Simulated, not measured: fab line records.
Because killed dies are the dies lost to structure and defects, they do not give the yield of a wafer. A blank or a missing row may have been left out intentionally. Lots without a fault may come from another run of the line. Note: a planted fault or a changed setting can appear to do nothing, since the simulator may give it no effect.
Problem report in the 8D (eight disciplines) form, filled by code :: flow sky130 :: the parts of the form that need people (team, actions taken, sign-off) are left out

## 1. PROBLEM STATEMENT
run-length-s at SKY_POLY_CUT_ETCH_11 reads a mean of 87.5 s on 2 wafers of 2 lots; wafers without a fault read 71.0 s with a standard deviation of 0.38. That puts it +43 standard deviations away from the usual mean.
The step: etches Si3N4 in CF4/CH2F2/Ar, stops on poly-Si, time 42.5 s, target depth 60 nm.
Earliest sighting: wafer L766.2 on rie-diel-03 at day 29 20:29. Wafers with a number at this step in the record: 16, from 6 lots. The rule behind "out" and "out of limits": a value lying over 4 standard deviations away from the usual mean. All remaining wafers that have a number are taken as sound.

## 2. WHAT IT IS AND WHAT IT IS NOT
question: which readings at this step
is: run-length-s, oes-product-au
is not: bias-w, drypump-motor-current-A

question: which lots
is: L766, L767
is not: L755, L757, L760, L761

question: which wafers of those lots
is: L766.2, L767.3
is not: L766.6, L767.4

question: read on which tools
is: rie-diel-03
is not: rie-diel-04

question: when
is: from day 29 20:29
is not: up to then (13 sound wafers); but 1 sound wafer of L767 came after

## 3. THE SUSPECTS, EACH WITH WHAT RULES IT OUT
Counting: if a tool at a process step up to the reading ran every lot that is out, it stays a suspect. Sound lots after the first of them don't rule it out here, since some wafers of a struck lot are sound.
- rie-diel-03 at SKY_SPACER_ETCHBACK_02 (etches Si3N4 in CH3F/O2, stops on SiO2, time 46.7 s, target depth 45 nm): kept. Ran every lot that is out, first one L766 (day 28 15:43); last sound lot up to then L761 (day 26 20:10).
- rie-diel-03 at SKY_POLY_CUT_ETCH_10 (etches BARC in N2/H2, stops on SiO2, time 45.9 s, target depth 60 nm): kept. Ran every lot that is out, first one L766 (day 29 20:26); last sound lot up to then L760 (day 27 19:38).
- rie-diel-03 at SKY_POLY_CUT_ETCH_11 (etches Si3N4 in CF4/CH2F2/Ar, stops on poly-Si, time 42.5 s, target depth 60 nm): kept. Ran every lot that is out, first one L766 (day 29 20:29); last sound lot up to then L760 (day 27 19:41). Its own oes-product-au, run-length-s readings are out on those wafers.
- Within rie-diel-03 at SKY_SPACER_ETCHBACK_02: the wafers that are out ran in chambers 0, 2; their sound lot-mates ran in chambers 1, 3.
The count leaves rie-diel-03 at SKY_SPACER_ETCHBACK_02, rie-diel-03 at SKY_POLY_CUT_ETCH_10, and rie-diel-03 at SKY_POLY_CUT_ETCH_11.

## 4. THE CAUSE (what the simulator had put in)
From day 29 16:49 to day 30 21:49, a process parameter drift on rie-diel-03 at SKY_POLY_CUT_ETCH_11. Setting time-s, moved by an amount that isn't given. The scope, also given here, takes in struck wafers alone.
This tool is one of the 3 suspects left after counting.

## 5. THE EFFECT CHAIN, in route order
Each row: a reading whose mean over the struck wafers that have a number lies more than 3 standard deviations from the usual. Only readings for which the record gives a usual standard deviation are gone through. hours: the time from each lot's start at the first step in this table that gives one to its start at this step, as a median over the lots. sigmas: the change in usual standard deviations.
hours: 0
step: SKY_POLY_CUT_ETCH_11
reading: oes-product-au
usual: 0.829 a.u.
on struck wafers: 0.709
change: -0.120
sigmas: -19

hours: 0
step: SKY_POLY_CUT_ETCH_11
reading: run-length-s
usual: 71.0 s
on struck wafers: 87.5
change: +16.5
sigmas: +43
It contains these process steps:
- SKY_POLY_CUT_ETCH_11: etches Si3N4 in CF4/CH2F2/Ar, stops on poly-Si, time 42.5 s, target depth 60 nm.

## 6. WHAT WOULD HAVE CAUGHT IT SOONER
First out-of-limits reading in this record: day 29 20:29, which is 4 hours after fault onset at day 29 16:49.
